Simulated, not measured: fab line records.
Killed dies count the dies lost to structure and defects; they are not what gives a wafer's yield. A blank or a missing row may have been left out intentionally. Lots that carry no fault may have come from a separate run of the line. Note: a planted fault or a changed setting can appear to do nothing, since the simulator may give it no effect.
fab line records :: flow gf180mcu :: part 2 of 2: steps 25 to 33 of 33
record:
  lots: 5
  wafers: 15
  lastDay: 33
route steps=602 shown HV_LDD@206 NSD@235
lots that met no fault: taken from a fault-free run of the same line
startH: start of the lot's first displayed wafer, in hours after the record's first day :: waitH: hours from the lot's prior step to this one :: " repeats the value in the row above :: L1.1+2: one row covering several wafers at once :: - no value present, or no start provided :: * or withheld: withheld :: < > ~ a bound
route shown NAME@n: a module of which the file shows steps, and the number in the route of the first :: usual: mean and standard deviation over wafers with no fault :: same: alike in all rows :: chamber/n: place in a boat :: sites: per-site readings :: _std_site: the values' standard deviation :: _edge_site: the outer-site mean with the inner-site mean subtracted :: radiusMm: for every site, how far away it sits from the centre of the wafer :: mask NAME#n: copy n :: behind: the most recent tool/chamber to have shaped the wafer :: hold: the reason the lot was held/the length of the hold in hours/how it ended :: device: transistor that didn't switch, given as n, p or np :: end of line: tests run on the same wafers once the route is complete :: where a step has no rows: the recipe by itself :: killed: at the first sort, the dies lost to defects and structure; wafer yield is something else :: map: the dies of a wafer, with x for killed, . for not killed, _ for no die there
set.NAME: the setting the step ran with; set.NAME@STEP: the setting that earlier step ran with :: model.NAME: the simulator's own value behind a step, which no gauge read
certain route steps with their lots: each step a table, each wafer a row
services: the hour from which a tool's chamber was out of use, counted from the record's first day as startH (under 0 if before that day), plus the number of hours and why
== steps ==
step: GF_HV_LDD_CVD_54
recipe:
  material: SiO2
  targetThkNm: 10
  precursor: TEOS
  tempC: 680
  timeS: 75
  pressureMtorr: 400
usual:
  zonePowerLowerPct: 10.6/0.7
lot.wafer: L075.4
tool: lpcvd-01
chamber: 0
startH: 280.90
waitH: 0.0
zonePowerLowerPct: 9.6

lot.wafer: L075.5
tool: lpcvd-01
chamber: 0
startH: 280.90
waitH: 0.0
zonePowerLowerPct: 9.6

lot.wafer: L075.6
tool: lpcvd-01
chamber: 0
startH: 280.90
waitH: 0.0
zonePowerLowerPct: 9.7

lot.wafer: L076.2
tool: lpcvd-01
chamber: 1
startH: 288.38
waitH: 1.0
zonePowerLowerPct: 11.4

lot.wafer: L076.3
tool: lpcvd-01
chamber: 1
startH: 288.38
waitH: 1.0
zonePowerLowerPct: 11.6

lot.wafer: L076.6
tool: lpcvd-01
chamber: 1
startH: 288.38
waitH: 1.0
zonePowerLowerPct: 11.4

lot.wafer: L081.2
tool: lpcvd-01
chamber: 0
startH: 330.57
waitH: 0.1
zonePowerLowerPct: 9.6

lot.wafer: L081.3
tool: lpcvd-01
chamber: 0
startH: 330.57
waitH: 0.1
zonePowerLowerPct: 9.9

lot.wafer: L081.6
tool: lpcvd-01
chamber: 0
startH: 330.57
waitH: 0.1
zonePowerLowerPct: 9.7

lot.wafer: L088.3
tool: lpcvd-02
chamber: 0
startH: 391.84
waitH: 0.1
zonePowerLowerPct: 10.3

lot.wafer: L088.4
tool: lpcvd-02
chamber: 0
startH: 391.84
waitH: 0.1
zonePowerLowerPct: 10.5

lot.wafer: L088.6
tool: lpcvd-02
chamber: 0
startH: 391.84
waitH: 0.1
zonePowerLowerPct: 10.6

lot.wafer: L092.2
tool: lpcvd-02
chamber: 0
startH: 421.22
waitH: 0.1
zonePowerLowerPct: 10.4

lot.wafer: L092.4
tool: lpcvd-02
chamber: 0
startH: 421.22
waitH: 0.1
zonePowerLowerPct: 10.3

lot.wafer: L092.6
tool: lpcvd-02
chamber: 0
startH: 421.22
waitH: 0.1
zonePowerLowerPct: 10.3
step: GF_HV_LDD_THK_MEAS_55
recipe:
  reads: SiO2_of_HV_LDD_CVD_54
usual:
  HV_LDD_CVD_54_THK: 10.03/0.12
lot.wafer: L075.4
tool: filmMetro-03
chamber: -
startH: 281.95
waitH: 0.0
HV_LDD_CVD_54_THK[nm]: 9.96

lot.wafer: L075.5
tool: filmMetro-03
chamber: -
startH: 281.95
waitH: 0.0
HV_LDD_CVD_54_THK[nm]: 9.80

lot.wafer: L075.6
tool: filmMetro-03
chamber: -
startH: 281.95
waitH: 0.0
HV_LDD_CVD_54_THK[nm]: 10.00

lot.wafer: L076.2
tool: filmMetro-01
chamber: -
startH: 289.41
waitH: 0.0
HV_LDD_CVD_54_THK[nm]: 9.91

lot.wafer: L076.3
tool: filmMetro-01
chamber: -
startH: 289.41
waitH: 0.0
HV_LDD_CVD_54_THK[nm]: 9.95

lot.wafer: L076.6
tool: filmMetro-01
chamber: -
startH: 289.41
waitH: 0.0
HV_LDD_CVD_54_THK[nm]: 9.87

lot.wafer: L081.2
tool: filmMetro-02
chamber: -
startH: 331.60
waitH: 0.0
HV_LDD_CVD_54_THK[nm]: 9.90

lot.wafer: L081.3
tool: filmMetro-02
chamber: -
startH: 331.60
waitH: 0.0
HV_LDD_CVD_54_THK[nm]: 10.12

lot.wafer: L081.6
tool: filmMetro-02
chamber: -
startH: 331.60
waitH: 0.0
HV_LDD_CVD_54_THK[nm]: 9.90

lot.wafer: L088.3
tool: filmMetro-01
chamber: -
startH: 392.88
waitH: 0.0
HV_LDD_CVD_54_THK[nm]: 9.89

lot.wafer: L088.4
tool: filmMetro-01
chamber: -
startH: 392.88
waitH: 0.0
HV_LDD_CVD_54_THK[nm]: 9.82

lot.wafer: L088.6
tool: filmMetro-01
chamber: -
startH: 392.88
waitH: 0.0
HV_LDD_CVD_54_THK[nm]: 9.74

lot.wafer: L092.2
tool: filmMetro-01
chamber: -
startH: 422.25
waitH: 0.0
HV_LDD_CVD_54_THK[nm]: 10.11

lot.wafer: L092.4
tool: filmMetro-01
chamber: -
startH: 422.25
waitH: 0.0
HV_LDD_CVD_54_THK[nm]: 10.15

lot.wafer: L092.6
tool: filmMetro-01
chamber: -
startH: 422.25
waitH: 0.0
HV_LDD_CVD_54_THK[nm]: 10.12
step: GF_HV_LDD_CVD_56
recipe:
  material: Si3N4
  precursor: DCS/NH3
  targetThkNm: 90
  tempC: 770
  timeS: 1543
  pressureMtorr: 250
usual:
  zonePowerLowerPct: 13.0/0.65
lot.wafer: L075.4
tool: lpcvd-02
chamber: 1
startH: 281.98
waitH: 0.0
zonePowerLowerPct: 12.7

lot.wafer: L075.5
tool: lpcvd-02
chamber: 1
startH: 281.98
waitH: 0.0
zonePowerLowerPct: 12.8

lot.wafer: L075.6
tool: lpcvd-02
chamber: 1
startH: 281.98
waitH: 0.0
zonePowerLowerPct: 12.6

lot.wafer: L076.2
tool: lpcvd-02
chamber: 1
startH: 289.46
waitH: 0.0
zonePowerLowerPct: 12.6

lot.wafer: L076.3
tool: lpcvd-02
chamber: 1
startH: 289.46
waitH: 0.0
zonePowerLowerPct: 12.9

lot.wafer: L076.6
tool: lpcvd-02
chamber: 1
startH: 289.46
waitH: 0.0
zonePowerLowerPct: 12.7

lot.wafer: L081.2
tool: lpcvd-01
chamber: 0
startH: 331.65
waitH: 0.0
zonePowerLowerPct: 12.7

lot.wafer: L081.3
tool: lpcvd-01
chamber: 0
startH: 331.65
waitH: 0.0
zonePowerLowerPct: 12.3

lot.wafer: L081.6
tool: lpcvd-01
chamber: 0
startH: 331.65
waitH: 0.0
zonePowerLowerPct: 12.5

lot.wafer: L088.3
tool: lpcvd-02
chamber: 0
startH: 392.92
waitH: 0.0
zonePowerLowerPct: 13.0

lot.wafer: L088.4
tool: lpcvd-02
chamber: 0
startH: 392.92
waitH: 0.0
zonePowerLowerPct: 13.3

lot.wafer: L088.6
tool: lpcvd-02
chamber: 0
startH: 392.92
waitH: 0.0
zonePowerLowerPct: 13.2

lot.wafer: L092.2
tool: lpcvd-02
chamber: 1
startH: 422.30
waitH: 0.0
zonePowerLowerPct: 12.5

lot.wafer: L092.4
tool: lpcvd-02
chamber: 1
startH: 422.30
waitH: 0.0
zonePowerLowerPct: 12.6

lot.wafer: L092.6
tool: lpcvd-02
chamber: 1
startH: 422.30
waitH: 0.0
zonePowerLowerPct: 12.6
step: GF_HV_LDD_THK_MEAS_57
recipe:
  reads: Si3N4_of_HV_LDD_CVD_56
usual:
  HV_LDD_CVD_56_THK: 89.8/0.8
lot.wafer: L075.4
tool: filmMetro-02
chamber: -
startH: 283.44
waitH: 0.0
HV_LDD_CVD_56_THK[nm]: 89.5

lot.wafer: L075.5
tool: filmMetro-02
chamber: -
startH: 283.44
waitH: 0.0
HV_LDD_CVD_56_THK[nm]: 89.0

lot.wafer: L075.6
tool: filmMetro-02
chamber: -
startH: 283.44
waitH: 0.0
HV_LDD_CVD_56_THK[nm]: 89.0

lot.wafer: L076.2
tool: filmMetro-02
chamber: -
startH: 290.90
waitH: 0.0
HV_LDD_CVD_56_THK[nm]: 89.6

lot.wafer: L076.3
tool: filmMetro-02
chamber: -
startH: 290.90
waitH: 0.0
HV_LDD_CVD_56_THK[nm]: 88.7

lot.wafer: L076.6
tool: filmMetro-02
chamber: -
startH: 290.90
waitH: 0.0
HV_LDD_CVD_56_THK[nm]: 89.7

lot.wafer: L081.2
tool: filmMetro-02
chamber: -
startH: 333.09
waitH: 0.0
HV_LDD_CVD_56_THK[nm]: 90.8

lot.wafer: L081.3
tool: filmMetro-02
chamber: -
startH: 333.09
waitH: 0.0
HV_LDD_CVD_56_THK[nm]: 89.9

lot.wafer: L081.6
tool: filmMetro-02
chamber: -
startH: 333.09
waitH: 0.0
HV_LDD_CVD_56_THK[nm]: 89.8

lot.wafer: L088.3
tool: filmMetro-01
chamber: -
startH: 394.37
waitH: 0.0
HV_LDD_CVD_56_THK[nm]: 89.0

lot.wafer: L088.4
tool: filmMetro-01
chamber: -
startH: 394.37
waitH: 0.0
HV_LDD_CVD_56_THK[nm]: 88.9

lot.wafer: L088.6
tool: filmMetro-01
chamber: -
startH: 394.37
waitH: 0.0
HV_LDD_CVD_56_THK[nm]: 89.4

lot.wafer: L092.2
tool: filmMetro-03
chamber: -
startH: 423.74
waitH: 0.0
HV_LDD_CVD_56_THK[nm]: 90.4

lot.wafer: L092.4
tool: filmMetro-03
chamber: -
startH: 423.74
waitH: 0.0
HV_LDD_CVD_56_THK[nm]: 89.8

lot.wafer: L092.6
tool: filmMetro-03
chamber: -
startH: 423.74
waitH: 0.0
HV_LDD_CVD_56_THK[nm]: 90.0
step: GF_HV_LDD_ETCHBACK_58
recipe:
  chemistry: CH3F/O2
  target: Si3N4
  stopOn: SiO2
  sourceW: 400
  biasW: 80
  pressureMtorr: 25
  ch3fFlowSccm: 40
  O2_flow_sccm: 30
  timeS: 100
  targetDepthA: 900
usual:
  O2_flow_sccm: 30.00/0.091
  drypumpMotorCurrentA: 5.6/0.55
  oesProductAu: 0.841/0.0065
  throttleValvePct: 10.561/0.0087
lot.wafer: L075.4
tool: rieDiel-03
chamber: 1
startH: 283.51
waitH: 0.1
O2_flow_sccm: 30.11
drypumpMotorCurrentA: 6.4
oesProductAu: 0.841
rfHoursCounterH: -
throttleValvePct: 10.563

lot.wafer: L075.5
tool: rieDiel-03
chamber: 2
startH: 283.51
waitH: 0.1
O2_flow_sccm: 29.96
drypumpMotorCurrentA: 5.1
oesProductAu: 0.832
rfHoursCounterH: -
throttleValvePct: 10.556

lot.wafer: L075.6
tool: rieDiel-03
chamber: 3
startH: 283.51
waitH: 0.1
O2_flow_sccm: 29.89
drypumpMotorCurrentA: 5.5
oesProductAu: 0.835
rfHoursCounterH: -
throttleValvePct: 10.567

lot.wafer: L076.2
tool: rieDiel-03
chamber: 1
startH: 290.95
waitH: 0.0
O2_flow_sccm: 29.98
drypumpMotorCurrentA: 6.4
oesProductAu: 0.844
rfHoursCounterH: 10
throttleValvePct: 10.559

lot.wafer: L076.3
tool: rieDiel-03
chamber: 2
startH: 290.95
waitH: 0.0
O2_flow_sccm: 29.90
drypumpMotorCurrentA: 5.1
oesProductAu: 0.827
rfHoursCounterH: 10
throttleValvePct: 10.561

lot.wafer: L076.6
tool: rieDiel-03
chamber: 1
startH: 290.95
waitH: 0.0
O2_flow_sccm: 29.92
drypumpMotorCurrentA: 6.4
oesProductAu: 0.843
rfHoursCounterH: -
throttleValvePct: 10.554

lot.wafer: L081.2
tool: rieDiel-02
chamber: 1
startH: 333.14
waitH: 0.0
O2_flow_sccm: 29.93
drypumpMotorCurrentA: 5.3
oesProductAu: 0.850
rfHoursCounterH: 61
throttleValvePct: 10.532

lot.wafer: L081.3
tool: rieDiel-02
chamber: 3
startH: 333.14
waitH: 0.0
O2_flow_sccm: 29.84
drypumpMotorCurrentA: 5.9
oesProductAu: 0.839
rfHoursCounterH: 103
throttleValvePct: 10.558

lot.wafer: L081.6
tool: rieDiel-02
chamber: 0
startH: 333.14
waitH: 0.0
O2_flow_sccm: 30.03
drypumpMotorCurrentA: 5.7
oesProductAu: 0.840
rfHoursCounterH: -
throttleValvePct: 10.555

lot.wafer: L088.3
tool: rieDiel-04
chamber: 2
startH: 394.41
waitH: 0.0
O2_flow_sccm: 30.07
drypumpMotorCurrentA: 5.4
oesProductAu: 0.833
rfHoursCounterH: 57
throttleValvePct: 10.567

lot.wafer: L088.4
tool: rieDiel-04
chamber: 3
startH: 394.41
waitH: 0.0
O2_flow_sccm: 29.99
drypumpMotorCurrentA: 5.4
oesProductAu: 0.835
rfHoursCounterH: 16
throttleValvePct: 10.570

lot.wafer: L088.6
tool: rieDiel-04
chamber: 1
startH: 394.41
waitH: 0.0
O2_flow_sccm: 29.93
drypumpMotorCurrentA: 5.0
oesProductAu: 0.831
rfHoursCounterH: -
throttleValvePct: 10.570

lot.wafer: L092.2
tool: rieDiel-04
chamber: 0
startH: 423.79
waitH: 0.0
O2_flow_sccm: 29.90
drypumpMotorCurrentA: 6.6
oesProductAu: 0.845
rfHoursCounterH: 69
throttleValvePct: 10.558

lot.wafer: L092.4
tool: rieDiel-04
chamber: 2
startH: 423.79
waitH: 0.0
O2_flow_sccm: 29.90
drypumpMotorCurrentA: 5.4
oesProductAu: 0.841
rfHoursCounterH: -
throttleValvePct: 10.559

lot.wafer: L092.6
tool: rieDiel-04
chamber: 1
startH: 423.79
waitH: 0.0
O2_flow_sccm: 30.16
drypumpMotorCurrentA: 4.9
oesProductAu: 0.844
rfHoursCounterH: -
throttleValvePct: 10.570
step: GF_NSD_DEHYDRATE_00
recipe:
  tempC: 200
  timeS: 60
usual:
  chillPlateTempC: 23.00/0.11
lot.wafer: L075.4
tool: lithoTrack-03
chamber: 0
startH: 293.28
waitH: 9.7
chillPlateTempC: 23.05

lot.wafer: L075.5
tool: lithoTrack-03
chamber: 0
startH: 293.28
waitH: 9.7
chillPlateTempC: 22.97

lot.wafer: L075.6
tool: lithoTrack-03
chamber: 0
startH: 293.28
waitH: 9.7
chillPlateTempC: 23.03

lot.wafer: L076.2
tool: lithoTrack-02
chamber: 0
startH: 300.98
waitH: 10.0
chillPlateTempC: 23.03

lot.wafer: L076.3
tool: lithoTrack-02
chamber: 0
startH: 300.98
waitH: 10.0
chillPlateTempC: 23.00

lot.wafer: L076.6
tool: lithoTrack-02
chamber: 0
startH: 300.98
waitH: 10.0
chillPlateTempC: 23.10

lot.wafer: L081.2
tool: lithoTrack-02
chamber: 0
startH: 343.58
waitH: 10.4
chillPlateTempC: 22.98

lot.wafer: L081.3
tool: lithoTrack-02
chamber: 0
startH: 343.58
waitH: 10.4
chillPlateTempC: 22.93

lot.wafer: L081.6
tool: lithoTrack-02
chamber: 0
startH: 343.58
waitH: 10.4
chillPlateTempC: 23.13

lot.wafer: L088.3
tool: lithoTrack-01
chamber: 0
startH: 405.87
waitH: 11.4
chillPlateTempC: 23.14

lot.wafer: L088.4
tool: lithoTrack-01
chamber: 0
startH: 405.87
waitH: 11.4
chillPlateTempC: 23.00

lot.wafer: L088.6
tool: lithoTrack-01
chamber: 0
startH: 405.87
waitH: 11.4
chillPlateTempC: 23.02

lot.wafer: L092.2
tool: lithoTrack-03
chamber: 0
startH: 435.58
waitH: 11.8
chillPlateTempC: 22.99

lot.wafer: L092.4
tool: lithoTrack-03
chamber: 0
startH: 435.58
waitH: 11.8
chillPlateTempC: 23.04

lot.wafer: L092.6
tool: lithoTrack-03
chamber: 0
startH: 435.58
waitH: 11.8
chillPlateTempC: 22.93
step: GF_NSD_HMDS_01
recipe:
  primeTimeS: 60
  primeTempC: 120
usual:
  chillPlateTempC: 23.01/0.12
lot.wafer: L075.4
tool: lithoTrack-03
chamber: 0
startH: 293.43
waitH: 0.1
chillPlateTempC: 22.92

lot.wafer: L075.5
tool: lithoTrack-03
chamber: 0
startH: 293.43
waitH: 0.1
chillPlateTempC: 22.91

lot.wafer: L075.6
tool: lithoTrack-03
chamber: 0
startH: 293.43
waitH: 0.1
chillPlateTempC: 22.99

lot.wafer: L076.2
tool: lithoTrack-02
chamber: 0
startH: 301.13
waitH: 0.1
chillPlateTempC: 23.09

lot.wafer: L076.3
tool: lithoTrack-02
chamber: 0
startH: 301.13
waitH: 0.1
chillPlateTempC: 22.93

lot.wafer: L076.6
tool: lithoTrack-02
chamber: 0
startH: 301.13
waitH: 0.1
chillPlateTempC: 23.18

lot.wafer: L081.2
tool: lithoTrack-02
chamber: 0
startH: 343.73
waitH: 0.1
chillPlateTempC: 22.93

lot.wafer: L081.3
tool: lithoTrack-02
chamber: 0
startH: 343.73
waitH: 0.1
chillPlateTempC: 22.98

lot.wafer: L081.6
tool: lithoTrack-02
chamber: 0
startH: 343.73
waitH: 0.1
chillPlateTempC: 22.93

lot.wafer: L088.3
tool: lithoTrack-01
chamber: 0
startH: 406.02
waitH: 0.1
chillPlateTempC: 23.04

lot.wafer: L088.4
tool: lithoTrack-01
chamber: 0
startH: 406.02
waitH: 0.1
chillPlateTempC: 23.03

lot.wafer: L088.6
tool: lithoTrack-01
chamber: 0
startH: 406.02
waitH: 0.1
chillPlateTempC: 23.00

lot.wafer: L092.2
tool: lithoTrack-03
chamber: 0
startH: 435.73
waitH: 0.1
chillPlateTempC: 23.07

lot.wafer: L092.4
tool: lithoTrack-03
chamber: 0
startH: 435.73
waitH: 0.1
chillPlateTempC: 23.19

lot.wafer: L092.6
tool: lithoTrack-03
chamber: 0
startH: 435.73
waitH: 0.1
chillPlateTempC: 23.08
step: GF_NSD_COAT_02
recipe:
  resist: NOVOLAK
  spinRpm: 3000
  resistThkNm: 1000
usual:
  chillPlateTempC: 23.00/0.11
lot.wafer: L075.4
tool: lithoTrack-03
chamber: 0
startH: 293.58
waitH: 0.1
chillPlateTempC: 23.04

lot.wafer: L075.5
tool: lithoTrack-03
chamber: 0
startH: 293.58
waitH: 0.1
chillPlateTempC: 23.09

lot.wafer: L075.6
tool: lithoTrack-03
chamber: 0
startH: 293.58
waitH: 0.1
chillPlateTempC: 23.14

lot.wafer: L076.2
tool: lithoTrack-02
chamber: 0
startH: 301.28
waitH: 0.1
chillPlateTempC: 22.94

lot.wafer: L076.3
tool: lithoTrack-02
chamber: 0
startH: 301.28
waitH: 0.1
chillPlateTempC: 22.99

lot.wafer: L076.6
tool: lithoTrack-02
chamber: 0
startH: 301.28
waitH: 0.1
chillPlateTempC: 22.99

lot.wafer: L081.2
tool: lithoTrack-02
chamber: 0
startH: 343.88
waitH: 0.1
chillPlateTempC: 23.20

lot.wafer: L081.3
tool: lithoTrack-02
chamber: 0
startH: 343.88
waitH: 0.1
chillPlateTempC: 23.10

lot.wafer: L081.6
tool: lithoTrack-02
chamber: 0
startH: 343.88
waitH: 0.1
chillPlateTempC: 23.00

lot.wafer: L088.3
tool: lithoTrack-01
chamber: 0
startH: 406.17
waitH: 0.1
chillPlateTempC: 23.01

lot.wafer: L088.4
tool: lithoTrack-01
chamber: 0
startH: 406.17
waitH: 0.1
chillPlateTempC: 23.00

lot.wafer: L088.6
tool: lithoTrack-01
chamber: 0
startH: 406.17
waitH: 0.1
chillPlateTempC: 23.04

lot.wafer: L092.2
tool: lithoTrack-03
chamber: 0
startH: 435.88
waitH: 0.1
chillPlateTempC: 23.00

lot.wafer: L092.4
tool: lithoTrack-03
chamber: 0
startH: 435.88
waitH: 0.1
chillPlateTempC: 23.00

lot.wafer: L092.6
tool: lithoTrack-03
chamber: 0
startH: 435.88
waitH: 0.1
chillPlateTempC: 22.84
step: GF_NSD_SOFTBAKE_03
recipe:
  tempC: 90
  timeS: 60
  resist: NOVOLAK
usual:
  chillPlateTempC: 23.00/0.11
lot.wafer: L075.4
tool: lithoTrack-03
chamber: 0
startH: 293.73
waitH: 0.1
chillPlateTempC: 23.14

lot.wafer: L075.5
tool: lithoTrack-03
chamber: 0
startH: 293.73
waitH: 0.1
chillPlateTempC: 23.07

lot.wafer: L075.6
tool: lithoTrack-03
chamber: 0
startH: 293.73
waitH: 0.1
chillPlateTempC: 23.21

lot.wafer: L076.2
tool: lithoTrack-02
chamber: 0
startH: 301.43
waitH: 0.1
chillPlateTempC: 22.88

lot.wafer: L076.3
tool: lithoTrack-02
chamber: 0
startH: 301.43
waitH: 0.1
chillPlateTempC: 22.94

lot.wafer: L076.6
tool: lithoTrack-02
chamber: 0
startH: 301.43
waitH: 0.1
chillPlateTempC: 22.94

lot.wafer: L081.2
tool: lithoTrack-02
chamber: 0
startH: 344.03
waitH: 0.1
chillPlateTempC: 22.94

lot.wafer: L081.3
tool: lithoTrack-02
chamber: 0
startH: 344.03
waitH: 0.1
chillPlateTempC: 23.13

lot.wafer: L081.6
tool: lithoTrack-02
chamber: 0
startH: 344.03
waitH: 0.1
chillPlateTempC: 22.96

lot.wafer: L088.3
tool: lithoTrack-01
chamber: 0
startH: 406.32
waitH: 0.1
chillPlateTempC: 22.96

lot.wafer: L088.4
tool: lithoTrack-01
chamber: 0
startH: 406.32
waitH: 0.1
chillPlateTempC: 22.91

lot.wafer: L088.6
tool: lithoTrack-01
chamber: 0
startH: 406.32
waitH: 0.1
chillPlateTempC: 22.87

lot.wafer: L092.2
tool: lithoTrack-03
chamber: 0
startH: 436.03
waitH: 0.1
chillPlateTempC: 23.13

lot.wafer: L092.4
tool: lithoTrack-03
chamber: 0
startH: 436.03
waitH: 0.1
chillPlateTempC: 22.88

lot.wafer: L092.6
tool: lithoTrack-03
chamber: 0
startH: 436.03
waitH: 0.1
chillPlateTempC: 23.10
== services ==
tool: rieDiel-03
chamber: 0
startH: 238.96
hours: 2.3
kind: repair

tool: ilineStepper-02
chamber: -
startH: 268.64
hours: 1.7
kind: pm

tool: rieDiel-03
chamber: 0
startH: 274.24
hours: 21.1
kind: repair

tool: rieDiel-02
chamber: -
startH: 283.26
hours: 1.0
kind: repair

tool: plasmaAsher-01
chamber: -
startH: 283.55
hours: 2.8
kind: pm

tool: implanter-04
chamber: -
startH: 296.37
hours: 3.6
kind: pm

tool: rieDiel-03
chamber: -
startH: 302.63
hours: 0.2
kind: repair

tool: rtpAnneal-01
chamber: -
startH: 302.75
hours: 4.1
kind: pm

tool: lpcvd-02
chamber: -
startH: 302.78
hours: 1.0
kind: repair

tool: rieDiel-03
chamber: -
startH: 304.63
hours: 2.8
kind: pm

tool: rieDiel-03
chamber: -
startH: 314.99
hours: 18.2
kind: repair

tool: rieDiel-02
chamber: 2
startH: 322.74
hours: 5.2
kind: repair

tool: lpcvd-02
chamber: -
startH: 324.28
hours: 2.2
kind: repair

tool: rieDiel-02
chamber: 2
startH: 328.69
hours: 8.9
kind: repair

tool: lpcvd-01
chamber: -
startH: 335.18
hours: 1.2
kind: repair

tool: wetBench-03
chamber: -
startH: 350.50
hours: 11.0
kind: repair

tool: implanter-04
chamber: -
startH: 351.04
hours: 4.2
kind: repair

tool: implanter-04
chamber: -
startH: 367.03
hours: 29.1
kind: repair

tool: rieDiel-03
chamber: 0
startH: 367.24
hours: 7.2
kind: repair

tool: implanter-01
chamber: -
startH: 391.15
hours: 1.7
kind: repair

tool: implanter-02
chamber: -
startH: 395.31
hours: 3.2
kind: pm

tool: plasmaAsher-02
chamber: -
startH: 421.25
hours: 9.0
kind: pm

tool: rieDiel-04
chamber: 3
startH: 422.20
hours: 3.3
kind: repair

tool: rieDiel-03
chamber: 1
startH: 430.55
hours: 3.2
kind: repair
